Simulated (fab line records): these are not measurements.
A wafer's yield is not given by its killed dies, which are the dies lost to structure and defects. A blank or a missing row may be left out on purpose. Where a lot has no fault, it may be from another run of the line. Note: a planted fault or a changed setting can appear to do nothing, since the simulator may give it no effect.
One fault seen from 2 desks || flow gf180mcu || each desk has only its own numbers; what lay behind them comes last

## FOR THE TOOL OWNER'S DESK: lithoTrack-02
The tool's own readings at GF_VT_IMPLANT_SOFTBAKE_14 (time 60 s): means of the sampled wafers that have a number, for each lot that ran on this tool. A lot is out of limits, marked OUT, if its mean lies more than 4 standard deviations from the usual mean; the brackets give that distance.
Columns: A = chillPlateTempC at GF_VT_IMPLANT_SOFTBAKE_14, usual 23.02 C; B = runLengthS at GF_VT_IMPLANT_SOFTBAKE_14, usual 89.26 s
{"lot": "L866", "first seen here": "day 8 04:56", "A": 23.08, "B": "93.25 (+27) OUT"}
{"lot": "L867", "first seen here": "day 8 08:49", "A": 22.98, "B": "94.66 (+36) OUT"}
{"lot": "L868", "first seen here": "day 8 13:58", "A": 23.05, "B": "93.38 (+27) OUT"}
{"lot": "L880", "first seen here": "day 11 20:40", "A": 23.11, "B": 89.31}
Finding of this desk: L866, L867, L868 out of limits; the first was L866 at day 8 04:56, on runLengthS at GF_VT_IMPLANT_SOFTBAKE_14. L880: within limits.

## FROM THE METROLOGY DESK
What the gauges read, lot by lot, whatever tool the lot ran on: means of the sampled wafers that have a number. A lot is out of limits, marked OUT, if its mean lies more than 4 standard deviations from the usual mean; the brackets give that distance.
Columns: A = MVPSD_OVL at GF_MVPSD_OVL_MEAS_07, usual -1.0 nm; B = MVPSD_TW at GF_MVPSD_TW_MEAS_11, usual 548; C = VT_IMPLANT_3_TW at GF_VT_IMPLANT_TW_MEAS_32, usual 266.6; D = PASSIVATION_CVD_00_THK at GF_PASSIVATION_THK_MEAS_01, usual 996 nm
{"lot": "L858", "first seen here": "day 5 04:35", "A": -0.9, "B": 557, "C": 263.4, "D": 996}
{"lot": "L859", "first seen here": "day 5 12:33", "A": -0.0, "B": 542, "C": 267.7, "D": 994}
{"lot": "L860", "first seen here": "day 5 20:02", "A": -0.9, "B": 541, "C": 269.7, "D": 998}
{"lot": "L861", "first seen here": "day 5 22:35", "A": -1.9, "B": 541, "C": 262.1, "D": 995}
{"lot": "L866", "first seen here": "day 7 04:32", "A": -3.8, "B": 556, "C": 267.2, "D": 992}
{"lot": "L867", "first seen here": "day 7 09:34", "A": 0.7, "B": 557, "C": 267.9, "D": 997}
{"lot": "L868", "first seen here": "day 7 13:28", "A": -1.4, "B": 541, "C": 266.7, "D": 1008}
{"lot": "L872", "first seen here": "day 8 19:58", "A": -2.9, "B": 557, "C": 267.9, "D": 1004}
{"lot": "L875", "first seen here": "day 9 10:48", "A": -0.5, "B": 537, "C": 269.1, "D": 998}
{"lot": "L876", "first seen here": "day 9 18:55", "A": -1.8, "B": 537, "C": 268.0, "D": 1001}
{"lot": "L877", "first seen here": "day 10 02:01", "A": 0.9, "B": 555, "C": 266.2, "D": 1007}
{"lot": "L879", "first seen here": "day 10 12:35", "A": -1.6, "B": 554, "C": 266.5, "D": 1004}
{"lot": "L880", "first seen here": "day 10 16:06", "A": -1.6, "B": 554, "C": 267.9, "D": 995}
This desk's finding: nothing out of limits on any of the 13 lots.

## TAKEN TOGETHER
At day 8 04:56, on L866, L867, L868, the tool owner's desk was in a position to raise an alarm.
Nothing out of limits was seen by the metrology desk.
The metrology desk holds a record of L866, L867, L868, inside its limits.
The lots listed all ran GF_VT_IMPLANT_SOFTBAKE_14 on lithoTrack-02.

## WHAT THE SIMULATOR PUT IN
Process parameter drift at GF_VT_IMPLANT_SOFTBAKE_14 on lithoTrack-02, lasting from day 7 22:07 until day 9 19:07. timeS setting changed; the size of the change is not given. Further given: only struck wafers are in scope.
Struck lots among those shown: L866, L867, L868.
Each desk's first reading out of limits, in hours after the fault started: the tool owner's desk, 7.
